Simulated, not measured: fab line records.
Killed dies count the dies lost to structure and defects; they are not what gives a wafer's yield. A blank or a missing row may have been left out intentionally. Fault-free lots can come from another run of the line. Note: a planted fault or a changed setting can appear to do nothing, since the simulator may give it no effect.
Chamber matching    flow gf180mcu    GF_V2_CVD_02 on pecvd-02 has 3 sister chambers
The step deposits SiO2 from TEOS, target thk 850 nm, time 94.851 s. 14 wafers are shown with their chamber, then 7 later ones without.

## WAFERS, EACH WITH ITS CHAMBER
wafer   chamber  heater-power-w (W)  susceptor-temp-C (C)
L075.1  1        628                 399.90
L075.4  0        396                 400.18
L075.5  2        612                 399.78
L080.2  1        635                 400.13
L080.5  2        632                 400.01
L080.6  0        412                 400.13
L082.1  0        320                 399.68
L082.5  0        368                 399.97
L082.6  2        623                 399.76
L086.4  1        689                 399.91
L086.5  0        369                 400.09
L086.6  2        631                 399.79
L091.2  1        773                 400.05
L091.3  2        644                 399.97

SIGNATURES (averages over the wafers above)
reading           chamber 0  chamber 1  chamber 2  scatter within a chamber
heater-power-w    373.00     681.25     628.40     41.5
susceptor-temp-C  400.0100   399.9975   399.8620   0.152
Rule: distance of a wafer from a chamber = root of the sum over the readings of ((wafer's reading minus chamber's mean) / reading's scatter) squared. If the next closest chamber is less than 2 further off than the closest, the wafer can't be placed; otherwise it belongs to the closest. The scatter is the square root of a quotient: the sum, over the shown wafers, of each reading's squared deviation from its chamber's mean, divided by wafers minus chambers.

## WAFERS WITH NO CHAMBER GIVEN
wafer   heater-power-w (W)  susceptor-temp-C (C)
L091.4  508                 399.75
L096.4  738                 399.74
L096.5  567                 400.38
L096.6  392                 400.11
L097.2  628                 400.10
L097.5  362                 399.94
L097.6  738                 400.10

## WHICH CHAMBER EACH ONE RAN IN
wafer   from the rows above           in truth
L091.4  can't be placed: 2 or 0 or 1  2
L096.4  can't be placed: 1 or 2       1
L096.5  can't be placed: 2 or 1 or 0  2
L096.6  0                             0
L097.2  can't be placed: 1 or 2       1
L097.5  0                             0
L097.6  can't be placed: 1 or 2       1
2 of 7 placed correctly. From these rows, 5 cannot be placed; in 5 the true chamber is one of the candidates. Wrongly placed: 0.
